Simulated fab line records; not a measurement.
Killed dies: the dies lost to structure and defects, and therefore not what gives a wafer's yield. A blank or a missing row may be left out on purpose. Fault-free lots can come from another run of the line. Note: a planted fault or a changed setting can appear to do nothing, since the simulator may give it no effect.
Which tool was responsible? ; flow gf180mcu ; 6 lots with 18 wafers sampled at 2 steps, on a route of 602 steps

== WHAT EACH GAUGE READ, for each wafer ==
GF_M1_THK_MEAS_06: measures by xrf.
lot;measured;on;M1_ALCU_THK (nm)
L480;day 16 12:53;film-metro-01;450 450 447
L488;day 19 10:47;film-metro-01;449 454 449
L492;day 20 19:49;film-metro-03;450 441 455
L495;day 21 18:40;film-metro-01;444 445 452
L498;day 22 23:14;film-metro-03;450 457 455
L501;day 23 21:13;film-metro-01;442 442 448

== WHICH TOOL RAN EACH LOT (tool, then ch and the chambers of the sampled wafers, then the start) ==
lot;GF_M1_SPUTTER_01
L480;pvd-sputter-02, day 16 12:38
L488;pvd-sputter-02, day 19 10:33
L492;pvd-sputter-04, day 20 19:34
L495;pvd-sputter-01, day 21 18:25
L498;pvd-sputter-01, day 22 22:58
L501;pvd-sputter-01, day 23 20:58
- GF_M1_SPUTTER_01: material TiN, target thk 30 nm, time 25 s.

== THE ANSWER, worked out from the rows above alone ==
Rule: usual is defined by the lots themselves. The widest of any qualifying gaps counts: lots, ordered by their means at a reading, are off when they make up no more than a third of the lots, leave a main group of 4 or more, and stand apart from it by 3 or more times the standard deviation of that group's means. The tables above print the reading to a certain number of digits; a main group whose means all agree to those digits is not used. Also off: a lot with no number at a reading for which 4 or more lots have one. All remaining lots with rows at the step are treated as sound.
None of the lots is off at any reading shown; this tells nothing.

== WHAT THE SIMULATOR PUT IN ==
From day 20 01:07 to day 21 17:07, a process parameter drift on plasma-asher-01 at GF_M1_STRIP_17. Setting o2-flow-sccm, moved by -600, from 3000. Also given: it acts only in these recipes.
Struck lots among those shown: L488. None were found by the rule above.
